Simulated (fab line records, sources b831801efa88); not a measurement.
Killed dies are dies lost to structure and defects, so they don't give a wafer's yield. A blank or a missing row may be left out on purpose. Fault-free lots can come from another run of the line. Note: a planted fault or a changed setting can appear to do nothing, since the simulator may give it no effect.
2 desks, one fault / flow sky130 / each desk has only its own numbers; what lay behind them comes last

== THE TOOL OWNER'S DESK: implanter-04 ==
For each lot that ran on this tool, the mean over its sampled wafers that have a number, from the tool's own readings at SKY_LDD_N_IMPLANT_12. If a lot's mean is further than 4 standard deviations from the usual mean, the lot is out of limits and carries the mark OUT (the distance appears in the brackets).
Columns: A = dose-ions-cm2 at SKY_LDD_N_IMPLANT_12, usual 5.001e+12; B = faraday-current-uA at SKY_LDD_N_IMPLANT_12, usual 28.1
lot=L558; first seen here=day 21 05:17; A=9.405e+12 (+99 or more) OUT; B=53.7 (+49) OUT
lot=L560; first seen here=day 21 16:40; A=9.398e+12 (+99 or more) OUT; B=52.3 (+46) OUT
This desk's verdict: out of limits on L558, L560, starting with L558 at day 21 05:17 (dose-ions-cm2 at SKY_LDD_N_IMPLANT_12). In limits: none.

== THE METROLOGY DESK ==
Lot by lot, what the gauges showed, no matter which tool ran the lot: averages of those sampled wafers that carry a number. If a lot's mean is further than 4 standard deviations from the usual mean, the lot is out of limits and carries the mark OUT (the distance appears in the brackets).
Columns: A = LDD_N_OVL at SKY_LDD_N_OVL_MEAS_07, usual -0.4 nm
lot=L551; first seen here=day 18 10:31; A=1.3
lot=L552; first seen here=day 18 19:17; A=-2.2
lot=L558; first seen here=day 21 04:38; A=-0.6
lot=L560; first seen here=day 21 16:01; A=-1.2
lot=L565; first seen here=day 23 10:05; A=2.6
lot=L572; first seen here=day 25 18:34; A=-1.3
This desk's finding: nothing out of limits on any of the 6 lots.

== ALL TOGETHER ==
The tool owner's desk could have raised an alarm at day 21 05:17, on L558, L560.
Nothing out of limits was seen by the metrology desk.
The metrology desk has L558, L560 on record, within its limits.
The lots listed all ran SKY_LDD_N_IMPLANT_12 on implanter-04.

== WHAT HAD BEEN PUT IN BY THE SIMULATOR ==
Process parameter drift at SKY_LDD_N_IMPLANT_12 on implanter-04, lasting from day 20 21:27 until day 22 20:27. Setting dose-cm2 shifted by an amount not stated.
Lots struck among those shown: L558, L560.
Time in hours from fault onset to the first out-of-limits reading at each desk: the tool owner's desk, 8.
